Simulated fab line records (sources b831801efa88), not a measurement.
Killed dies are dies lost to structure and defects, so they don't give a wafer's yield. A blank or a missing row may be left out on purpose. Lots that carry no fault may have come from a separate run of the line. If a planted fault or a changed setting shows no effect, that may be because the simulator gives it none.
A struck lot beside a sound one | flow gf180mcu | 45 steps out of a route of 602
Sound: wafers L104.3, L104.4, L104.6. Struck: wafer L114.4. At the end, the cause is stated.
At each step with rows: each side's tool, then ch and its chambers, then its first start. Under that, the readings that differ: sound wafers | struck wafers | difference of the means | sigmas: that difference in standard deviations of wafers without a fault.
alike: words and numbers the same on both sides, and readings whose means are apart by under 2 such deviations; not compared: readings that were withheld, readings missing a value for some wafer, numbers with overlapping values and no deviation given by the record, and bounds like >300 which may hide the same value.
Wherever a step has rows on one side only, a row that says differs or no value, or a row with sigmas, the two part there. When numbers do not overlap yet have no deviation, they are printed without sigmas and do not part them. Lack of a reading on every wafer of one side parts them only where that side has two or more wafers.

first, 1 step without rows for these wafers: GF_DNWELL_IMPLANT_07.
GF_DNWELL_STRIP_08: strips in O2/N2.
  sound on plasmaAsher-01 ch 0,1, day 2 22:21; struck on plasmaAsher-01 ch 0, day 4 23:54
  alike: drypumpMotorCurrentA, heaterPowerW, oesProductAu, stripTimeToEndpointS
  not compared: rfHoursCounterH
GF_DNWELL_TW_MEAS_09:
  sound: filmMetro-02 at day 2 22:26; struck: filmMetro-02 at day 4 23:59
  alike: DNWELL_TW
then, 7 steps without rows for these wafers: GF_NWELL_DEHYDRATE_00 (time 60 s); GF_NWELL_HMDS_01 (prime time 60 s); GF_NWELL_COAT_02 (resist thk 3000 nm); GF_NWELL_SOFTBAKE_03; GF_NWELL_EXPOSE_04 (exposes mask Nwell, target cd 860 nm); GF_NWELL_PEB_05; GF_NWELL_DEVELOP_06 (develop time 60 s).
GF_NWELL_OVL_MEAS_07:
  sound: overlay-02 at day 3 10:38; struck: overlay-02 at day 5 13:52
reading        | sound       | struck | difference | sigmas
NWELL_OVL (nm) | 2.4 4.3 2.9 | -1.4   | -4.6       | -3
then, 1 step without rows for these wafers: GF_NWELL_IMPLANT_08.
GF_NWELL_IMPLANT_09:
  sound on implanter-02 ch 0, day 3 10:52; struck on implanter-02 ch 0, day 5 14:06
reading          | sound           | struck | difference | sigmas
beamOnS (s)      | 10.44 9.87 9.92 | 11.03  | +0.95      | +4
faradayCurrentUA | 21.6 23.0 22.7  | 20.4   | -2.0       | -4
GF_NWELL_STRIP_10: strips in O2/N2.
  sound on plasmaAsher-04 ch 0,1, day 3 11:00; struck on plasmaAsher-04 ch 1, day 5 14:13
  alike: drypumpMotorCurrentA, heaterPowerW, oesProductAu, stripTimeToEndpointS
  not compared: rfHoursCounterH
GF_NWELL_TW_MEAS_11:
  sound: filmMetro-01 at day 3 11:05; struck: filmMetro-01 at day 5 14:19
  alike: NWELL_TW
then, 7 steps without rows for these wafers: GF_LVPWELL_DEHYDRATE_00 (time 60 s); GF_LVPWELL_HMDS_01 (prime time 60 s); GF_LVPWELL_COAT_02 (resist thk 3000 nm); GF_LVPWELL_SOFTBAKE_03; GF_LVPWELL_EXPOSE_04 (exposes mask LVPWELL, target cd 600 nm); GF_LVPWELL_PEB_05; GF_LVPWELL_DEVELOP_06 (develop time 60 s).
GF_LVPWELL_OVL_MEAS_07:
  sound: overlay-02 at day 3 23:47; struck: overlay-02 at day 6 04:52
  alike: LVPWELL_OVL
then, 2 steps without rows for these wafers: GF_LVPWELL_IMPLANT_08; GF_LVPWELL_IMPLANT_09.
GF_LVPWELL_STRIP_10: strips in O2/N2.
  sound on plasmaAsher-03 ch 0,1, day 4 00:09; struck on plasmaAsher-04 ch 0, day 6 05:13
  alike: drypumpMotorCurrentA, heaterPowerW, oesProductAu, stripTimeToEndpointS
  not compared: rfHoursCounterH
GF_LVPWELL_TW_MEAS_11:
  sound: filmMetro-04 at day 4 00:14; struck: filmMetro-04 at day 6 05:19
  alike: LVPWELL_TW
then, 7 steps without rows for these wafers: GF_MVSD_DEHYDRATE_00 (time 60 s); GF_MVSD_HMDS_01 (prime time 60 s); GF_MVSD_COAT_02 (resist thk 3000 nm); GF_MVSD_SOFTBAKE_03; GF_MVSD_EXPOSE_04 (exposes mask MVSD, target cd 1000 nm); GF_MVSD_PEB_05; GF_MVSD_DEVELOP_06 (develop time 60 s).
GF_MVSD_OVL_MEAS_07:
  sound: overlay-02 at day 4 12:50; struck: overlay-01 at day 6 19:38
reading       | sound          | struck | difference | sigmas
MVSD_OVL (nm) | -3.0 -1.6 -0.8 | -4.2   | -2.4       | -2
then, 2 steps without rows for these wafers: GF_MVSD_IMPLANT_08; GF_MVSD_IMPLANT_09.
GF_MVSD_STRIP_10: strips in O2/N2.
  sound on plasmaAsher-01 ch 0,1, day 4 13:11; struck on plasmaAsher-02 ch 1, day 6 19:59
reading                  | sound             | struck | difference | sigmas
drypumpMotorCurrentA (A) | 5.86 5.51 5.53    | 5.02   | -0.61      | -2
heaterPowerW (W)         | 389 370 363       | 315    | -59        | -2
oesProductAu (a.u.)      | 0.725 0.722 0.718 | 0.712  | -0.010     | -2
stripTimeToEndpointS (s) | 36.89 36.81 36.80 | 37.17  | +0.34      | +3
  not compared: rfHoursCounterH
GF_MVSD_TW_MEAS_11:
  sound: filmMetro-04 at day 4 13:16; struck: filmMetro-02 at day 6 20:05
  alike: MVSD_TW
then, 3 steps without rows for these wafers: GF_MVPSD_DEHYDRATE_00 (time 60 s); GF_MVPSD_HMDS_01 (prime time 60 s); GF_MVPSD_COAT_02 (resist thk 3000 nm).
-- the record jumps here: 4 days lie between the struck wafers' starts before and after --
GF_VT_IMPLANT_RS_MEAS_47: a four-point-probe measurement.
  sound: filmMetro-02 at day 7 15:22; struck: filmMetro-01 at day 10 08:24
reading           | sound             | struck | difference | sigmas
NWELL_RS (ohm/sq) | 490.9 489.3 489.5 | 478.0  | -11.9      | -9
  not compared: hold
GF_VT_IMPLANT_RS_MEAS_48: a four-point-probe measurement.
  sound: filmMetro-02 at day 7 15:29; struck: filmMetro-01 at day 10 16:18
reading | sound | struck                  | difference                   | sigmas
hold    | - - - | awaitDispo/7.8h/release | no value on the sound wafers | 
  alike: LVPWELL_RS
GF_PASSIVATION_PROBE_99:
  the record holds rows for the sound wafers here (prober-01, day 28 23:17) but none for the struck ones

## WHERE THEY PART
Last at GF_PASSIVATION_PROBE_99 as far as this record goes, first at GF_NWELL_OVL_MEAS_07.

WHY: what the simulator had put in
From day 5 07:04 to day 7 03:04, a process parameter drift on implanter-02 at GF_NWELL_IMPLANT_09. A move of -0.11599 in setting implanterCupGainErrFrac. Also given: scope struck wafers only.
